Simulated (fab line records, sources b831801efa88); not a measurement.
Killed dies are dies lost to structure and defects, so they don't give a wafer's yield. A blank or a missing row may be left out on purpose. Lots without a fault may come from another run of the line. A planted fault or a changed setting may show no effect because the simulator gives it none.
Chamber matching | flow sky130 | SKY_VIA3_CMP_02 on cmp-02: 4 sister chambers
The step polishes SiO2. 33 wafers are shown with their chamber, then 12 later ones without.

WAFERS WITH THEIR CHAMBER
wafer  | chamber | motor_current_A (A) | platen_rpm (rpm)
L074.1 | 0       | 11.9                | 59.97
L074.3 | 1       | 10.9                | 60.01
L074.4 | 3       | 11.6                | 60.00
L076.3 | 3       | 11.6                | 60.00
L076.4 | 2       | 12.4                | 60.02
L076.6 | 1       | 11.2                | 59.96
L075.1 | 0       | 11.9                | 60.10
L075.2 | 1       | 11.5                | 59.96
L075.5 | 2       | 12.5                | 59.93
L077.1 | 2       | 12.2                | 60.05
L077.2 | 1       | 10.8                | 60.09
L077.6 | 0       | 10.9                | 60.07
L079.1 | 2       | 12.6                | 59.95
L079.3 | 3       | 11.4                | 60.04
L079.5 | 3       | 11.1                | 60.01
L080.1 | 1       | 11.7                | 59.98
L080.2 | 0       | 11.3                | 59.98
L080.6 | 1       | 11.5                | 59.97
L081.1 | 3       | 12.0                | 60.08
L081.3 | 2       | 11.7                | 59.95
L081.5 | 0       | 11.5                | 59.96
L083.2 | 0       | 11.9                | 60.04
L083.4 | 3       | 11.3                | 59.98
L083.6 | 0       | 11.3                | 60.11
L084.2 | 0       | 11.0                | 59.97
L084.4 | 3       | 11.8                | 59.97
L084.6 | 1       | 11.0                | 60.01
L085.2 | 1       | 11.2                | 60.05
L085.3 | 3       | 11.5                | 60.01
L085.5 | 1       | 11.4                | 60.00
L088.2 | 2       | 12.6                | 59.99
L088.4 | 1       | 11.3                | 60.03
L088.5 | 2       | 11.9                | 60.00

SIGNATURES (means of the wafers above)
reading         | chamber 0 | chamber 1 | chamber 2 | chamber 3 | scatter within a chamber
motor_current_A | 11.463    | 11.250    | 12.271    | 11.537    | 0.333
platen_rpm      | 60.0250   | 60.0060   | 59.9843   | 60.0112   | 0.0466
Rule: a wafer's distance from a chamber is the root of the sum, over the readings, of the square of ((its reading less the chamber's mean) divided by the reading's scatter). The wafer belongs to the nearest chamber; if the next one is less than 2 further off, it can't be placed. The scatter: the root of (the sum of the squares of (reading less its chamber's mean) over the shown wafers, divided by (wafers less chambers)).

WAFERS WITHOUT THEIR CHAMBER
wafer  | motor_current_A (A) | platen_rpm (rpm)
L089.1 | 12.3                | 59.97
L089.2 | 10.5                | 60.00
L089.6 | 10.5                | 59.98
L090.1 | 11.6                | 60.03
L090.3 | 11.1                | 60.00
L090.5 | 12.1                | 60.03
L092.3 | 12.3                | 59.96
L092.5 | 10.9                | 59.98
L092.6 | 12.4                | 59.98
L094.1 | 11.6                | 60.00
L094.2 | 11.4                | 60.10
L094.4 | 11.9                | 59.99

WHICH CHAMBER EACH WENT THROUGH
wafer  | from the rows above               | in truth
L089.1 | 2                                 | 2
L089.2 | can't be placed: 1 or 0 or 3      | 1
L089.6 | can't be placed: 1 or 0 or 3      | 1
L090.1 | can't be placed: 0 or 3 or 1 or 2 | 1
L090.3 | can't be placed: 1 or 0 or 3      | 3
L090.5 | can't be placed: 2 or 3 or 0 or 1 | 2
L092.3 | 2                                 | 2
L092.5 | can't be placed: 1 or 0 or 3      | 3
L092.6 | 2                                 | 2
L094.1 | can't be placed: 3 or 0 or 1 or 2 | 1
L094.2 | can't be placed: 0 or 3 or 1 or 2 | 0
L094.4 | can't be placed: 2 or 3 or 0 or 1 | 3
Placed correctly: 3 of 12. Can't be placed from these rows: 9 (the true chamber is among the candidates in 9). Placed wrongly: 0.
